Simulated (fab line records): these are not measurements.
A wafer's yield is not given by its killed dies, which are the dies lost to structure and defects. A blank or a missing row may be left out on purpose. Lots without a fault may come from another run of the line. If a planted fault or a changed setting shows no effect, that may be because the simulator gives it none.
Which of the tools did it? + flow sky130 + Sampling: 11 lots, 33 wafers, 2 of 708 route steps

== WHAT EACH GAUGE READ, for each wafer ==
SKY_FIELD_ISO_THK_MEAS_23.
| lot  | measured    | on            | FIELD_ISO_OXIDATION_01_THK (nm) |
|------|-------------|---------------|---------------------------------|
| L559 | day 2 13:14 | film metro-03 | 10.24 10.02 10.14               |
| L560 | day 2 20:27 | film metro-03 | 5.71 5.64 5.76                  |
| L561 | day 2 23:01 | film metro-03 | 5.93 5.96 6.09                  |
| L563 | day 3 10:11 | film metro-02 | 9.93 9.94 10.00                 |
| L572 | day 5 12:15 | film metro-02 | 9.82 9.79 9.78                  |
| L573 | day 5 21:55 | film metro-02 | 10.42 10.59 10.40               |
| L574 | day 5 21:55 | film metro-01 | 10.01 10.06 10.03               |
| L576 | day 6 08:56 | film metro-02 | 10.04 10.14 10.14               |
| L578 | day 6 20:11 | film metro-02 | 10.19 10.05 10.13               |
| L579 | day 6 20:12 | film metro-03 | 9.82 10.13 10.07                |
| L580 | day 7 06:46 | film metro-03 | 9.76 9.93 9.58                  |

== EACH LOT AND THE TOOL THAT RAN IT (in order: tool; ch and the chambers of the sampled wafers; start) ==
| lot  | SKY_FIELD_ISO_OXIDATION_22   |
|------|------------------------------|
| L559 | furnace-01 ch 0, day 2 12:03 |
| L560 | furnace-01 ch 0, day 2 19:16 |
| L561 | furnace-01 ch 0, day 2 21:50 |
| L563 | furnace-02 ch 0, day 3 09:01 |
| L572 | furnace-02 ch 0, day 5 11:04 |
| L573 | furnace-02 ch 0, day 5 20:45 |
| L574 | furnace-02 ch 0, day 5 20:45 |
| L576 | furnace-02 ch 0, day 6 07:44 |
| L578 | furnace-02 ch 0, day 6 19:00 |
| L579 | furnace-02 ch 0, day 6 19:00 |
| L580 | furnace-01 ch 0, day 7 05:36 |
- SKY_FIELD_ISO_OXIDATION_22: stabilise 600 s, purge 300 s, target thk 10 nm.

== THE ANSWER, worked out from the rows above alone ==
Rule: the lots themselves supply what counts as usual. Put in order of their means at a reading, lots are off if they are a third of the lots or fewer, leave a main group of 4 or more, and stand apart from it by a gap of 3 or more times the standard deviation of the main group's means; of several such gaps the widest counts. Not used: any main group whose means are identical at the precision the tables above print for the reading. A lot without any number at a reading at which 4 lots or more have one is off too. All remaining lots with rows at the step are treated as sound.
Off: L560, L561, seen at SKY_FIELD_ISO_THK_MEAS_23 (FIELD_ISO_OXIDATION_01_THK). Main group: mean 10.04 nm, sd 0.2.
If a tool, at a process step before that reading, ran all the lots that are off and no sound lot after the first of them, it fits. The gauges at SKY_FIELD_ISO_THK_MEAS_23 are tried like those tools. None of those tried fits.

== WHAT WAS PUT IN BY THE SIMULATOR ==
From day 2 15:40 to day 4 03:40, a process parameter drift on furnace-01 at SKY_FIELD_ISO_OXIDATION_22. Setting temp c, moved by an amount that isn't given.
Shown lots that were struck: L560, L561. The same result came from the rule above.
